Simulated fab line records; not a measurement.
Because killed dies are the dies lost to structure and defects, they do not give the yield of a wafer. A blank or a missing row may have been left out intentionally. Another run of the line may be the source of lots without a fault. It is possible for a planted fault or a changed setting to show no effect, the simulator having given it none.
Matching of chambers + flow sky130 + cmp-01 running SKY_VIA2_CMP_24: 4 sister chambers
The step polishes, stops on SiO2, t overpolish 20 s, target thk 0 nm. 8 wafers are shown with their chamber, then 12 later ones without.

## EACH WAFER AND ITS CHAMBER
| wafer  | chamber | motor current A (A) | time to endpoint s (s) |
|--------|---------|---------------------|------------------------|
| L090.4 | 1       | 9.9                 | 99                     |
| L090.6 | 3       | 10.6                | 100                    |
| L091.1 | 1       | 10.5                | 99                     |
| L091.2 | 0       | 11.4                | 95                     |
| L091.4 | 2       | 9.7                 | 98                     |
| L094.1 | 2       | 10.3                | 97                     |
| L094.5 | 0       | 11.8                | 98                     |
| L094.6 | 3       | 10.7                | 100                    |

## WAFERS WITH NO CHAMBER GIVEN
| wafer  | motor current A (A) | time to endpoint s (s) |
|--------|---------------------|------------------------|
| L093.1 | 11.0                | 98                     |
| L093.2 | 11.6                | 98                     |
| L093.6 | 10.1                | 101                    |
| L096.1 | 10.7                | 108                    |
| L096.3 | 9.9                 | 101                    |
| L096.4 | 10.4                | 105                    |
| L097.1 | 11.2                | 101                    |
| L097.3 | 11.0                | 101                    |
| L097.5 | 11.4                | 99                     |
| L097.2 | 10.3                | 102                    |
| L097.4 | 9.9                 | 101                    |
| L097.6 | 9.9                 | 99                     |

## CHAMBER TAKEN BY EACH
| wafer  | from the rows above               | in truth |
|--------|-----------------------------------|----------|
| L093.1 | can't be placed: 3 or 0 or 1 or 2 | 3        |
| L093.2 | 0                                 | 0        |
| L093.6 | can't be placed: 1 or 3 or 2      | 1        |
| L096.1 | can't be placed: 3 or 1           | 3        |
| L096.3 | can't be placed: 1 or 3 or 2      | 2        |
| L096.4 | can't be placed: 3 or 1           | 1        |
| L097.1 | can't be placed: 3 or 1           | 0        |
| L097.3 | can't be placed: 3 or 1           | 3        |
| L097.5 | can't be placed: 0 or 3 or 1      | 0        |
| L097.2 | can't be placed: 3 or 1           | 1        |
| L097.4 | can't be placed: 1 or 3 or 2      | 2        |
| L097.6 | can't be placed: 1 or 2 or 3      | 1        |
Correct placement for 1 of the 12. These rows do not allow placing 11 (true chamber among the candidates in 10). Wrongly placed: 0.
How it was worked out, from the rows above alone: a wafer's distance from a chamber is the root of the sum, over the readings, of the square of ((its reading less the chamber's mean) divided by the reading's scatter). The wafer belongs to the nearest chamber; if the next one is less than 2 further off, it can't be placed. Each chamber's mean is taken over the wafers shown for it. The scatter: take each reading less its chamber's mean, square it, sum over the shown wafers, divide by the number of wafers less the number of chambers, and take the root.
